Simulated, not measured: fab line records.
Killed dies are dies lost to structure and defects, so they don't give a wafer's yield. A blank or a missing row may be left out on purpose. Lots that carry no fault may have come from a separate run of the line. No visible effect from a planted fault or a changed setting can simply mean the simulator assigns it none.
Comparing a struck lot with a sound one :: flow sky130 :: 17 out of 708 route steps
Sound: these wafers, L237.1, L237.5, L237.6. Wafers L242.1, L242.2, L242.4 were the ones struck. The cause is named last.
Order at every step that has rows: each side's tool, ch and its chambers, its first start. Under that, the readings that differ: sound wafers :: struck wafers :: difference of the means :: sigmas: that difference in standard deviations of wafers without a fault.
alike: a reading whose means differ by less than 2 such deviations, as well as words and numbers matching on both sides. not compared: withheld readings; readings where some wafer has no value; bounds like >300 that might hide an equal value; numbers whose values overlap and for which the record gives no deviation.
A row with sigmas, a row that says differs or no value, or rows on one side alone: a step with any of these is where the two part. Numbers that don't overlap but have no deviation are shown without sigmas and don't part them. A reading missing from all wafers of one side parts the sides only when that side holds two or more wafers.

SKY_VT_ADJUST_HVTR_OVL_MEAS_08:
  struck on overlay-01, day 10 16:14; sound on overlay-01, day 9 10:29
  alike: VT_ADJUST_HVTR_OVL
after that, 1 step had no rows for these wafers: SKY_VT_ADJUST_HVTR_IMPLANT_09.
SKY_VT_ADJUST_HVTR_STRIP_10: strips in O2/N2.
  sound on plasma-asher-03 ch 0,1, day 9 10:40; struck on plasma-asher-03 ch 0,1, day 10 16:25
  alike: drypump-motor-current-A, oes-product-au, strip-time-to-endpoint-s
  not compared: rf-hours-counter-h
SKY_VT_ADJUST_HVTR_TW_MEAS_11:
  struck on film-metro-01, day 10 16:31; sound on film-metro-02, day 9 10:46
  alike: VT_ADJUST_HVTR_TW
then, 7 steps without rows for these wafers: SKY_VT_ADJUST_PCH_DEHYDRATE_00 (time 60 s); SKY_VT_ADJUST_PCH_HMDS_01 (prime time 60 s); SKY_VT_ADJUST_PCH_COAT_02 (resist thk 3000 nm); SKY_VT_ADJUST_PCH_SOFTBAKE_03; SKY_VT_ADJUST_PCH_EXPOSE_04 (exposes mask NWM, target cd 840 nm); SKY_VT_ADJUST_PCH_PEB_05; SKY_VT_ADJUST_PCH_DEVELOP_06 (develop time 60 s).
SKY_VT_ADJUST_PCH_OVL_MEAS_07:
  struck on overlay-01, day 11 15:35; sound on overlay-02, day 10 07:13
  alike: VT_ADJUST_PCH_OVL
SKY_VT_ADJUST_PCH_IMPLANT_08:
  sound on implanter-03 ch 0, day 10 07:14; struck on implanter-03 ch 0, day 11 15:37
reading: beam-on-s (s)
sound: 9.95 10.10 9.99
struck: 14.26 13.88 14.21
difference: +4.10
sigmas: +21

reading: end-station-pressure-torr (Torr)
sound: 5.57e-06 5.31e-06 5.08e-06
struck: 0.0001191 0.00012349 0.0001127
difference: +0.0001131
sigmas: +99 or more

reading: faraday-current-uA
sound: 2.83 2.77 2.81
struck: 1.99 2.06 2.00
difference: -0.79
sigmas: -14
SKY_VT_ADJUST_PCH_STRIP_09: strips in O2/N2.
  sound on plasma-asher-02 ch 0,1, day 10 07:23; struck on plasma-asher-02 ch 0,1, day 11 15:46
  alike: drypump-motor-current-A, oes-product-au, strip-time-to-endpoint-s
  not compared: rf-hours-counter-h
SKY_VT_ADJUST_PCH_TW_MEAS_10:
  struck on film-metro-03, day 11 15:52; sound on film-metro-04, day 10 07:29
reading: VT_ADJUST_PCH_TW
sound: 142.8 144.0 142.1
struck: 152.8 151.6 152.2
difference: +9.2
sigmas: +8
then, 1 step without rows for these wafers: SKY_SONOS_TUNNEL_DEHYDRATE_00 (time 60 s).
-- the record jumps here: 35 days lie between the struck wafers' starts before and after (it left off in module SONOS_TUNNEL and takes up again in module PAD_OPEN, whose first step shown is number 708 of the route) --
SKY_PAD_OPEN_PROBE_99:
  struck on prober-02, day 46 22:57; sound on prober-01, day 45 13:47
reading: model.etest.pfet_01v8_lvt.drive-ua-um
sound: 177.9 177.4 178.5
struck: 184.2 183.9 183.9
difference: +6.1
sigmas: 

reading: model.etest.pfet-g5v0d10v5.off-log10-a-um
sound: -12.32 -12.55 -12.48
struck: -11.19 -11.11 -11.47
difference: +1.19
sigmas: 

reading: model.etest.pfet_01v8_lvt.off-log10-a-um
sound: -8.536 -8.361 -8.59
struck: -7.655 -7.839 -7.733
difference: +0.753
sigmas: 

reading: model.etest.pfet-g5v0d10v5.vt-sat-v (V)
sound: -0.6019 -0.637 -0.6335
struck: -0.5068 -0.5002 -0.5304
difference: +0.1117
sigmas: 

reading: model.etest.pfet_16v.vt-v (V)
sound: -1.102 -1.103 -1.102
struck: -1.004 -1.01 -1.008
difference: +0.095
sigmas: 

reading: model.etest.pfet-g5v0d10v5.vt-v (V)
sound: -0.8076 -0.8414 -0.8343
struck: -0.7341 -0.7336 -0.7584
difference: +0.0857
sigmas: 

reading: model.etest.pfet-g5v0d10v5.vt-long-v (V)
sound: -0.937 -0.934 -0.9329
struck: -0.8528 -0.8563 -0.8504
difference: +0.0815
sigmas: 

reading: model.etest.pfet_01v8_lvt.vt-sat-v (V)
sound: -0.4029 -0.3993 -0.4049
struck: -0.3413 -0.3449 -0.3412
difference: +0.0599
sigmas: 
  alike: killed_at_M0_to_M3, killed_at_M4_up, killed-at-contacts, killed-at-front-end, killed-at-other, killed-dies, killed-on-rim, killed-open, killed-short

## WHERE THEY PART
Earliest at SKY_VT_ADJUST_PCH_IMPLANT_08; latest, in this record, at SKY_VT_ADJUST_PCH_TW_MEAS_10. Later steps at which nothing parts them and some readings are alike: SKY_PAD_OPEN_PROBE_99.

WHY: what had been put in by the simulator
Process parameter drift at SKY_VT_ADJUST_PCH_IMPLANT_08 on implanter-03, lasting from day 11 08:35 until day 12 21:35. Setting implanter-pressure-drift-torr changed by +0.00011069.
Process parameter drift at SKY_VT_ADJUST_PCH_IMPLANT_08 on implanter-03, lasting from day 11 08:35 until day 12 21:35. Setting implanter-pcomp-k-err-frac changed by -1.
